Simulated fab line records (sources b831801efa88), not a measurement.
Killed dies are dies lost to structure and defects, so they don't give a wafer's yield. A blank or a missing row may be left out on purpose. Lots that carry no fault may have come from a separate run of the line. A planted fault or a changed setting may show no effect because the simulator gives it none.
fab line records :: flow sky130
[record]
  lots = 15
  wafers = 45
  lastDay = 51
route steps=708 shown VIA4@647 PAD_OPEN@708
lots that met no fault: taken from a fault-free run of the same line
startH: the number of hours between the record's first day and the start of the first shown wafer of the lot :: waitH: how many hours have passed since the lot's step before this one :: " same as the row above :: L1.1+2: a row that stands for several wafers :: - no value, or no start was given :: * or withheld: withheld :: < > ~ a bound
route shown NAME@n: NAME is a module with steps in the file, n the number in the route of the first one :: usual: mean/standard deviation taken from wafers without a fault :: same: alike in all rows :: chamber/n: place in a boat :: sites: the reading at each site :: _std_site: the standard deviation of these :: _edge_site: inner sites' mean taken away from outer sites' mean :: radiusMm: how far each site lies from the wafer's centre :: mask NAME#n: copy n :: behind: the tool/chamber that last shaped the wafer :: hold: the reason the lot was held/the length of the hold in hours/how it ended :: device: the n, p or np transistor that did not switch :: end of line: tests run on the same wafers once the route is complete :: where a step has no rows: the recipe by itself :: killed: count of dies lost to structure and defects at first sort (not the wafer's yield) :: map: per-die view of a wafer (x killed, . not killed, _ where there is no die)
set.NAME: the run value of the setting; set.NAME@STEP: its run value at that earlier step :: model.NAME: the simulator's own value behind a step, which no gauge read
a sample of lots followed through the steps of the route, with each step as a table and each wafer as a row
services: from which hour (startH, from the record's first day; less than 0 if before it) a tool's chamber was out of use, for how many hours, and why
[[steps]]
[step SKY_VIA4_EXPOSE_08]
[recipe]
  maskId = VIM4
  na = 0.6
  sourceShape = conventional
  sigmaOuter = 0.6
  polarization = unpolarized
  targetCdNm = 800
  doseMj = 132
[usual]
  exposureDoseMJCm2 = 132.01/0.12
[same]
  sigmaOuter = 0.6
lot.wafer: L973.2
tool: ilineStepper-02
chamber: 0
startH: 1009.99
waitH: -
mask: VIM4#0
exposureDoseMJCm2: 132.05

lot.wafer: L973.3
tool: ilineStepper-02
chamber: 0
startH: 1009.99
waitH: -
mask: VIM4#0
exposureDoseMJCm2: 132.13

lot.wafer: L973.6
tool: ilineStepper-02
chamber: 0
startH: 1009.99
waitH: -
mask: VIM4#0
exposureDoseMJCm2: 132.10

lot.wafer: L975.2
tool: ilineStepper-02
chamber: 0
startH: 1030.11
waitH: -
mask: VIM4#0
exposureDoseMJCm2: 132.16

lot.wafer: L975.4
tool: ilineStepper-02
chamber: 0
startH: 1030.11
waitH: -
mask: VIM4#0
exposureDoseMJCm2: 132.11

lot.wafer: L975.5
tool: ilineStepper-02
chamber: 0
startH: 1030.11
waitH: -
mask: VIM4#0
exposureDoseMJCm2: 132.09

lot.wafer: L977.4
tool: ilineStepper-02
chamber: 0
startH: 1035.93
waitH: -
mask: VIM4#0
exposureDoseMJCm2: 132.02

lot.wafer: L977.5
tool: ilineStepper-02
chamber: 0
startH: 1035.93
waitH: -
mask: VIM4#0
exposureDoseMJCm2: 132.01

lot.wafer: L977.6
tool: ilineStepper-02
chamber: 0
startH: 1035.93
waitH: -
mask: VIM4#0
exposureDoseMJCm2: 132.13

lot.wafer: L976.2
tool: ilineStepper-02
chamber: 0
startH: 1040.30
waitH: -
mask: VIM4#0
exposureDoseMJCm2: 131.92

lot.wafer: L976.4
tool: ilineStepper-02
chamber: 0
startH: 1040.30
waitH: -
mask: VIM4#0
exposureDoseMJCm2: 131.91

lot.wafer: L976.6
tool: ilineStepper-02
chamber: 0
startH: 1040.30
waitH: -
mask: VIM4#0
exposureDoseMJCm2: 132.03

lot.wafer: L978.2
tool: ilineStepper-01
chamber: 0
startH: 1046.42
waitH: -
mask: VIM4#0
exposureDoseMJCm2: 132.08

lot.wafer: L978.3
tool: ilineStepper-01
chamber: 0
startH: 1046.42
waitH: -
mask: VIM4#0
exposureDoseMJCm2: 131.98

lot.wafer: L978.6
tool: ilineStepper-01
chamber: 0
startH: 1046.42
waitH: -
mask: VIM4#0
exposureDoseMJCm2: 131.95

lot.wafer: L980.2
tool: ilineStepper-01
chamber: 0
startH: 1053.91
waitH: -
mask: VIM4#0
exposureDoseMJCm2: 131.96

lot.wafer: L980.3
tool: ilineStepper-01
chamber: 0
startH: 1053.91
waitH: -
mask: VIM4#0
exposureDoseMJCm2: 131.87

lot.wafer: L980.5
tool: ilineStepper-01
chamber: 0
startH: 1053.91
waitH: -
mask: VIM4#0
exposureDoseMJCm2: 131.98

lot.wafer: L981.1
tool: ilineStepper-02
chamber: 0
startH: 1062.05
waitH: -
mask: VIM4#0
exposureDoseMJCm2: 131.92

lot.wafer: L981.2
tool: ilineStepper-02
chamber: 0
startH: 1062.05
waitH: -
mask: VIM4#0
exposureDoseMJCm2: 132.13

lot.wafer: L981.6
tool: ilineStepper-02
chamber: 0
startH: 1062.05
waitH: -
mask: VIM4#0
exposureDoseMJCm2: 132.15

lot.wafer: L982.2
tool: ilineStepper-01
chamber: 0
startH: 1071.51
waitH: -
mask: VIM4#0
exposureDoseMJCm2: 131.97

lot.wafer: L982.3
tool: ilineStepper-01
chamber: 0
startH: 1071.51
waitH: -
mask: VIM4#0
exposureDoseMJCm2: 131.99

lot.wafer: L982.6
tool: ilineStepper-01
chamber: 0
startH: 1071.51
waitH: -
mask: VIM4#0
exposureDoseMJCm2: 132.36

lot.wafer: L983.1
tool: ilineStepper-02
chamber: 0
startH: 1079.30
waitH: -
mask: VIM4#0
exposureDoseMJCm2: 132.04

lot.wafer: L983.2
tool: ilineStepper-02
chamber: 0
startH: 1079.30
waitH: -
mask: VIM4#0
exposureDoseMJCm2: 132.05

lot.wafer: L983.4
tool: ilineStepper-02
chamber: 0
startH: 1079.30
waitH: -
mask: VIM4#0
exposureDoseMJCm2: 132.00

lot.wafer: L987.1
tool: ilineStepper-02
chamber: 0
startH: 1101.30
waitH: -
mask: VIM4#0
exposureDoseMJCm2: 120.49

lot.wafer: L987.3
tool: ilineStepper-02
chamber: 0
startH: 1101.30
waitH: -
mask: VIM4#0
exposureDoseMJCm2: 120.40

lot.wafer: L987.6
tool: ilineStepper-02
chamber: 0
startH: 1101.30
waitH: -
mask: VIM4#0
exposureDoseMJCm2: 120.34

lot.wafer: L988.2
tool: ilineStepper-02
chamber: 0
startH: 1105.64
waitH: -
mask: VIM4#0
exposureDoseMJCm2: 120.29

lot.wafer: L988.3
tool: ilineStepper-02
chamber: 0
startH: 1105.64
waitH: -
mask: VIM4#0
exposureDoseMJCm2: 120.47

lot.wafer: L988.4
tool: ilineStepper-02
chamber: 0
startH: 1105.64
waitH: -
mask: VIM4#0
exposureDoseMJCm2: 120.19

lot.wafer: L990.2
tool: ilineStepper-02
chamber: 0
startH: 1112.11
waitH: -
mask: VIM4#0
exposureDoseMJCm2: 120.62

lot.wafer: L990.4
tool: ilineStepper-02
chamber: 0
startH: 1112.11
waitH: -
mask: VIM4#0
exposureDoseMJCm2: 120.48

lot.wafer: L990.5
tool: ilineStepper-02
chamber: 0
startH: 1112.11
waitH: -
mask: VIM4#0
exposureDoseMJCm2: 120.34

lot.wafer: L994.1
tool: ilineStepper-01
chamber: 0
startH: 1137.38
waitH: -
mask: VIM4#0
exposureDoseMJCm2: 131.71

lot.wafer: L994.2
tool: ilineStepper-01
chamber: 0
startH: 1137.38
waitH: -
mask: VIM4#0
exposureDoseMJCm2: 131.73

lot.wafer: L994.5
tool: ilineStepper-01
chamber: 0
startH: 1137.38
waitH: -
mask: VIM4#0
exposureDoseMJCm2: 131.81

lot.wafer: L993.1
tool: ilineStepper-01
chamber: 0
startH: 1143.47
waitH: -
mask: VIM4#0
exposureDoseMJCm2: 131.94

lot.wafer: L993.3
tool: ilineStepper-01
chamber: 0
startH: 1143.47
waitH: -
mask: VIM4#0
exposureDoseMJCm2: 131.99

lot.wafer: L993.4
tool: ilineStepper-01
chamber: 0
startH: 1143.47
waitH: -
mask: VIM4#0
exposureDoseMJCm2: 132.00

lot.wafer: L996.2
tool: ilineStepper-01
chamber: 0
startH: 1152.07
waitH: -
mask: VIM4#0
exposureDoseMJCm2: 131.94

lot.wafer: L996.3
tool: ilineStepper-01
chamber: 0
startH: 1152.07
waitH: -
mask: VIM4#0
exposureDoseMJCm2: 131.99

lot.wafer: L996.5
tool: ilineStepper-01
chamber: 0
startH: 1152.07
waitH: -
mask: VIM4#0
exposureDoseMJCm2: 132.04
[step SKY_PAD_OPEN_PROBE_99]
[usual]
  defectLimitedYield = 82.5/2
  killed_at_M0_to_M3 = 44/6.9
  killed_at_M4_up = 3.1/1.7
  killedAtContacts = 25/5.6
  killedAtFrontEnd = 14/4.3
  killedAtOther = 0.3/0.51
  killedDies = 86/9.8
  killedOpen = 47/6.5
  killedShort = 39/6.6
  sort_bin_3_pad_short = 0.8/0.46
  sort_bin_5_function = 10.3/1.5
  sort_bin_6_memory = 6.4/1
  sortNPass = 406/9.8
  sortYieldPct = 82.5/2
[same]
  grossDies = 492
  killedAtBackSide = 0
  sort_bin_4_leakage[%] = 0
  sort_bin_8_speed[%] = 0
lot.wafer: L980.2
tool: prober-01
chamber: -
startH: 1131.49
waitH: 0.1
defectLimitedYield[%]: 81.9
killed_at_M0_to_M3: 44
killed_at_M4_up: 7
killedAtContacts: 18
killedAtFrontEnd: 19
killedAtOther: 1
killedDies: 89
killedOpen: 43
killedShort: 46
sort_bin_3_pad_short[%]: 0.6
sort_bin_5_function[%]: 10.0
sort_bin_6_memory[%]: 7.5
sortNPass: 403
sortYieldPct[%]: 81.9

lot.wafer: L980.3
tool: prober-01
chamber: -
startH: 1131.54
waitH: 0.2
defectLimitedYield[%]: 78.7
killed_at_M0_to_M3: 42
killed_at_M4_up: 2
killedAtContacts: 33
killedAtFrontEnd: 27
killedAtOther: 1
killedDies: 105
killedOpen: 51
killedShort: 54
sort_bin_3_pad_short[%]: 1.4
sort_bin_5_function[%]: 14.2
sort_bin_6_memory[%]: 5.7
sortNPass: 387
sortYieldPct[%]: 78.7

lot.wafer: L980.5
tool: prober-01
chamber: -
startH: 1131.64
waitH: 0.2
defectLimitedYield[%]: 80.5
killed_at_M0_to_M3: 47
killed_at_M4_up: 2
killedAtContacts: 26
killedAtFrontEnd: 21
killedAtOther: 0
killedDies: 96
killedOpen: 50
killedShort: 46
sort_bin_3_pad_short[%]: 1.0
sort_bin_5_function[%]: 13.8
sort_bin_6_memory[%]: 4.7
sortNPass: 396
sortYieldPct[%]: 80.5

lot.wafer: L982.2
tool: prober-01
chamber: -
startH: 1147.69
waitH: 0.1
defectLimitedYield[%]: 82.7
killed_at_M0_to_M3: 49
killed_at_M4_up: 3
killedAtContacts: 21
killedAtFrontEnd: 12
killedAtOther: 0
killedDies: 85
killedOpen: 47
killedShort: 38
sort_bin_3_pad_short[%]: 0.2
sort_bin_5_function[%]: 10.0
sort_bin_6_memory[%]: 7.1
sortNPass: 407
sortYieldPct[%]: 82.7

lot.wafer: L982.3
tool: prober-01
chamber: -
startH: 1147.74
waitH: 0.2
defectLimitedYield[%]: 81.1
killed_at_M0_to_M3: 48
killed_at_M4_up: 1
killedAtContacts: 35
killedAtFrontEnd: 8
killedAtOther: 1
killedDies: 93
killedOpen: 50
killedShort: 43
sort_bin_3_pad_short[%]: 1.4
sort_bin_5_function[%]: 11.2
sort_bin_6_memory[%]: 6.3
sortNPass: 399
sortYieldPct[%]: 81.1

lot.wafer: L982.6
tool: prober-01
chamber: -
startH: 1147.89
waitH: 0.2
defectLimitedYield[%]: 83.1
killed_at_M0_to_M3: 51
killed_at_M4_up: 2
killedAtContacts: 19
killedAtFrontEnd: 11
killedAtOther: 0
killedDies: 83
killedOpen: 48
killedShort: 35
sort_bin_3_pad_short[%]: 1.0
sort_bin_5_function[%]: 9.8
sort_bin_6_memory[%]: 6.1
sortNPass: 409
sortYieldPct[%]: 83.1

lot.wafer: L993.1
tool: prober-02
chamber: -
startH: 1208.66
waitH: 0.1
defectLimitedYield[%]: 82.9
killed_at_M0_to_M3: 39
killed_at_M4_up: 2
killedAtContacts: 24
killedAtFrontEnd: 19
killedAtOther: 0
killedDies: 84
killedOpen: 47
killedShort: 37
sort_bin_3_pad_short[%]: 1.0
sort_bin_5_function[%]: 10.8
sort_bin_6_memory[%]: 5.3
sortNPass: 408
sortYieldPct[%]: 82.9

lot.wafer: L993.3
tool: prober-02
chamber: -
startH: 1208.76
waitH: 0.2
defectLimitedYield[%]: 82.9
killed_at_M0_to_M3: 43
killed_at_M4_up: 5
killedAtContacts: 22
killedAtFrontEnd: 14
killedAtOther: 0
killedDies: 84
killedOpen: 47
killedShort: 37
sort_bin_3_pad_short[%]: 0.8
sort_bin_5_function[%]: 11.8
sort_bin_6_memory[%]: 4.5
sortNPass: 408
sortYieldPct[%]: 82.9

lot.wafer: L993.4
tool: prober-02
chamber: -
startH: 1208.81
waitH: 0.2
defectLimitedYield[%]: 84.1
killed_at_M0_to_M3: 26
killed_at_M4_up: 6
killedAtContacts: 32
killedAtFrontEnd: 14
killedAtOther: 0
killedDies: 78
killedOpen: 44
killedShort: 34
sort_bin_3_pad_short[%]: 0.8
sort_bin_5_function[%]: 9.6
sort_bin_6_memory[%]: 5.5
sortNPass: 414
sortYieldPct[%]: 84.1
// killed by level:class
L980.2 VIA1:geometricParticle:open=15 CONTACT:geometricParticle:open=11 VIA1:geometricParticle:short=9 METAL2:geometricParticle:short=7 METAL1:geometricParticle:short=6 METAL4:geometricParticle:short=6 POLY_GATE:geometricParticle:open=5 FIELD_ISO:geometricParticle:short=4
L980.3 VIA1:geometricParticle:open=12 CONTACT:geometricParticle:open=12 LI_CONTACT:geometricParticle:open=8 POLY_GATE:geometricParticle:short=7 FIELD_ISO:geometricParticle:open=7 VIA1:geometricParticle:short=7 FIELD_ISO:geometricParticle:short=5 LOCAL_INTERCONNECT:geometricParticle:short=5
L980.5 METAL1:geometricParticle:short=10 FIELD_ISO:geometricParticle:open=8 LI_CONTACT:geometricParticle:open=8 VIA1:geometricParticle:open=8 VIA3:geometricParticle:open=7 CONTACT:geometricParticle:open=7 VIA1:geometricParticle:short=6 FIELD_ISO:geometricParticle:short=4
L982.2 VIA1:geometricParticle:open=9 VIA2:geometricParticle:open=9 METAL1:geometricParticle:short=9 LI_CONTACT:geometricParticle:open=8 VIA3:geometricParticle:open=8 POLY_GATE:geometricParticle:short=5 CONTACT:geometricParticle:open=5 POLY_GATE:geometricParticle:open=4
L982.3 VIA1:geometricParticle:open=13 CONTACT:geometricParticle:open=10 LI_CONTACT:geometricParticle:open=9 VIA3:geometricParticle:open=9 METAL1:geometricParticle:short=7 VIA3:geometricParticle:short=5 LOCAL_INTERCONNECT:geometricParticle:short=5 CONTACT:geometricParticle:short=5
L982.6 VIA1:geometricParticle:open=16 CONTACT:geometricParticle:open=9 METAL1:geometricParticle:short=8 VIA3:geometricParticle:open=8 POLY_GATE:geometricParticle:short=7 VIA2:geometricParticle:open=7 LI_CONTACT:geometricParticle:open=5 FIELD_ISO:geometricParticle:short=3
L993.1 VIA1:geometricParticle:open=14 LI_CONTACT:geometricParticle:open=9 FIELD_ISO:geometricParticle:open=8 FIELD_ISO:geometricParticle:short=7 VIA2:geometricParticle:open=6 LI_CONTACT:geometricParticle:short=5 CONTACT:geometricParticle:open=5 CONTACT:geometricParticle:short=5
L993.3 VIA1:geometricParticle:open=10 VIA1:geometricParticle:short=9 CONTACT:geometricParticle:open=8 METAL2:geometricParticle:short=6 VIA2:geometricParticle:open=6 LI_CONTACT:geometricParticle:open=6 FIELD_ISO:geometricParticle:short=4 POLY_GATE:geometricParticle:open=4
L993.4 CONTACT:geometricParticle:open=9 CONTACT:geometricParticle:short=7 LI_CONTACT:geometricParticle:open=6 VIA2:geometricParticle:open=6 VIA1:geometricParticle:open=5 METAL2:geometricParticle:short=5 FIELD_ISO:geometricParticle:open=4 LOCAL_INTERCONNECT:geometricParticle:short=4
[[services]]
tool: ilineStepper-01
chamber: -
startH: 994.55
hours: 1.7
kind: pm

tool: ilineStepper-02
chamber: -
startH: 1014.30
hours: 4.3
kind: repair
[[key]]
[firstSign]
  step = SKY_VIA4_EXPOSE_08
  reading = exposureDoseMJCm2
  direction = down
  sigmas = 99
  usual = *
  struck = *
effect none on later readings
metAt SKY_VIA4_EXPOSE_08
struckLots L987,L988,L990
onsetBetween 1079.30 1101.30
[fault]
  kind = processParameterDrift
  tool = ilineStepper-02
  chamber = -
  onsetH = 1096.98
  steps = SKY_VIA4_EXPOSE_08
  channel = doseMj
  offset = -11.638
  shape = step
  actsIn = theseRecipesOnly
  stated = 132
